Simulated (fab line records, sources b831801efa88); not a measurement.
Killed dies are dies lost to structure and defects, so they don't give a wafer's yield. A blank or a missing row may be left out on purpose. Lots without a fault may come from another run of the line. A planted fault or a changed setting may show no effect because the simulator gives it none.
Tool commonality check | flow gf180mcu | 11 lots, 45 wafers sampled

WHY IT WAS OPENED
At GF_LVPWELL_TW_MEAS_11 the reading LVPWELL_TW is flagged on 4 of 11 lots. Wafers without a fault read 551, standard deviation 4.8.
Rule: a lot is flagged when every wafer of it that has a number lies more than 4 standard deviations from that mean, or none has a number. The other lots count as sound.

lot  | measured    | on            | LVPWELL_TW, wafer by wafer    | flag
L896 | day 3 21:08 | film_metro-04 | 549 549 547                   |
L897 | day 4 01:31 | film_metro-03 | 552 558 556                   |
L898 | day 4 07:40 | film_metro-03 | 556 560 559                   |
L899 | day 4 14:49 | film_metro-04 | 549 548 546                   |
L900 | day 4 18:14 | film_metro-04 | 549 551 549                   |
L901 | day 5 01:32 | film_metro-04 | 546 549 548                   |
L902 | day 5 06:20 | film_metro-03 | 560 559 558                   |
L904 | day 5 16:58 | film_metro-03 | 1309 1297 1302 1305 1301 1306 | FLAGGED
L905 | day 6 01:10 | film_metro-02 | 1284 1284 1291 1287 1285 1281 | FLAGGED
L906 | day 6 05:17 | film_metro-04 | 1271 1272 1273 1273 1275 1268 | FLAGGED
L907 | day 6 11:43 | film_metro-04 | 1276 1276 1274 1275 1281 1281 | FLAGGED
The numbers of the flagged lots are 1284 on average: +733 against the usual, or +99 or more standard deviations.

WHICH TOOL RAN EACH LOT
The record holds 1 process step before the reading, out of a route of 602 steps. In each cell: the tool, then ch and the chambers that the sampled wafers went through, then the start.
lot  | flag    | GF_LVPWELL_IMPLANT_08
L896 |         | implanter-03 ch 0, day 3 20:44
L897 |         | implanter-03 ch 0, day 4 01:08
L898 |         | implanter-04 ch 0, day 4 07:16
L899 |         | implanter-03 ch 0, day 4 14:25
L900 |         | implanter-02 ch 0, day 4 17:50
L901 |         | implanter-04 ch 0, day 5 01:11
L902 |         | implanter-02 ch 0, day 5 05:59
L904 | FLAGGED | implanter-03 ch 0, day 5 16:34
L905 | FLAGGED | implanter-04 ch 0, day 6 00:46
L906 | FLAGGED | implanter-04 ch 0, day 6 04:56
L907 | FLAGGED | implanter-02 ch 0, day 6 11:19
What these steps do:
- GF_LVPWELL_IMPLANT_08
- GF_LVPWELL_TW_MEAS_11

FLAGGED OVER TOTAL, TOOL BY TOOL (the gauges that took the reading come last)
step                  | tool          | lots run | flagged | share of the flagged lots | sound lots run after its first flagged lot
GF_LVPWELL_IMPLANT_08 | implanter-02  | 3        | 1       | some                      | 0
GF_LVPWELL_IMPLANT_08 | implanter-03  | 4        | 1       | some                      | 0
GF_LVPWELL_IMPLANT_08 | implanter-04  | 4        | 2       | some                      | 0
GF_LVPWELL_TW_MEAS_11 | film_metro-02 | 1        | 1       | some                      | 0
GF_LVPWELL_TW_MEAS_11 | film_metro-03 | 4        | 1       | some                      | 0
GF_LVPWELL_TW_MEAS_11 | film_metro-04 | 6        | 2       | some                      | 0

WHAT THE TABLE ALLOWS
No row of the table ran every flagged lot.

WHAT THE SIMULATOR HAD PUT IN
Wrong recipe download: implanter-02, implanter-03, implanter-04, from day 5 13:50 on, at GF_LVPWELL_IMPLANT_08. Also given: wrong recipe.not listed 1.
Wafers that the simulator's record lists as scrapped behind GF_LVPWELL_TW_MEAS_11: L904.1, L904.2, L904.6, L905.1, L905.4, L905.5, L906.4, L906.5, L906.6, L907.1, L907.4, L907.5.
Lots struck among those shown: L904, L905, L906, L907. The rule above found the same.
